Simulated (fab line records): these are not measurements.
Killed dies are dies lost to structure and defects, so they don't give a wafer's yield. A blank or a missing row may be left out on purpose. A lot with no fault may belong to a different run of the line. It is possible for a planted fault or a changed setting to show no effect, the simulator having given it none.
A lot that was struck, set against a sound lot    flow gf180mcu    14 out of 602 route steps
Sound: these wafers, L822.1, L822.2, L822.6. Wafers struck: L831.1, L831.5, L831.6. At the end, the cause is stated.
Order at every step that has rows: each side's tool, ch and its chambers, its first start. Under that, the readings that differ: sound wafers    struck wafers    difference of the means    sigmas: that difference in standard deviations of wafers without a fault.
alike: words and numbers the same on both sides, and readings whose means are apart by under 2 such deviations; not compared: readings that were withheld, readings missing a value for some wafer, numbers with overlapping values and no deviation given by the record, and bounds like >300 which may hide the same value.
Wherever a step has rows on one side only, a row that says differs or no value, or a row with sigmas, the two part there. When numbers do not overlap yet have no deviation, they are printed without sigmas and do not part them. A reading missing from all wafers of one side parts the sides only when that side holds two or more wafers.

first, 1 step without rows for these wafers: GF_MVSD_DEVELOP_06 (develop time 60 s).
GF_MVSD_OVL_MEAS_07:
  sound: overlay-02 at day 7 01:56; struck: overlay-01 at day 9 08:40
reading        sound        struck          difference  sigmas
MVSD_OVL (nm)  0.4 1.0 1.9  -3.0 -1.9 -2.7  -3.6        -2
then, 2 steps without rows for these wafers: GF_MVSD_IMPLANT_08; GF_MVSD_IMPLANT_09.
GF_MVSD_STRIP_10: strips in O2/N2.
  sound on plasma-asher-01 ch 0,1, day 7 02:16; struck on plasma-asher-02 ch 0,1, day 9 09:01
  alike: chamber-pressure-mTorr, drypump-motor-current-A, heater-power-w, oes-product-au, platen-temp-c, strip-time-to-endpoint-s
  not compared: rf-hours-counter-h
GF_MVSD_TW_MEAS_11:
  sound: film-metro-04 at day 7 02:22; struck: film-metro-01 at day 9 09:07
reading  sound           struck          difference  sigmas
MVSD_TW  1561 1559 1559  1588 1593 1588  +30         +2
then, 6 steps without rows for these wafers: GF_MVPSD_DEHYDRATE_00 (time 60 s); GF_MVPSD_HMDS_01 (prime time 60 s); GF_MVPSD_COAT_02 (resist thk 3000 nm); GF_MVPSD_SOFTBAKE_03; GF_MVPSD_EXPOSE_04 (exposes mask MVPSD, target cd 1000 nm); GF_MVPSD_PEB_05.
GF_MVPSD_DEVELOP_06: develop time 60 s.
  struck on litho-track-02, day 10 01:00; sound on litho-track-02 ch 0, day 7 17:00
  no value came back on the struck wafers for chill-plate-temp-C (C), develop-time-s (s); on the sound wafers chill-plate-temp-C (C) reads 22.69 22.82 22.85
GF_MVPSD_OVL_MEAS_07:
  sound: overlay-01 at day 7 17:41; struck: overlay-01 at day 10 02:02
reading         sound         struck  difference                     sigmas
MVPSD_OVL (nm)  0.1 1.3 -0.7  - - -   no value on the struck wafers  

## WHERE THEY PART
Last at GF_MVPSD_OVL_MEAS_07 as far as this record goes, first at GF_MVSD_OVL_MEAS_07.

WHY: what had been put in by the simulator
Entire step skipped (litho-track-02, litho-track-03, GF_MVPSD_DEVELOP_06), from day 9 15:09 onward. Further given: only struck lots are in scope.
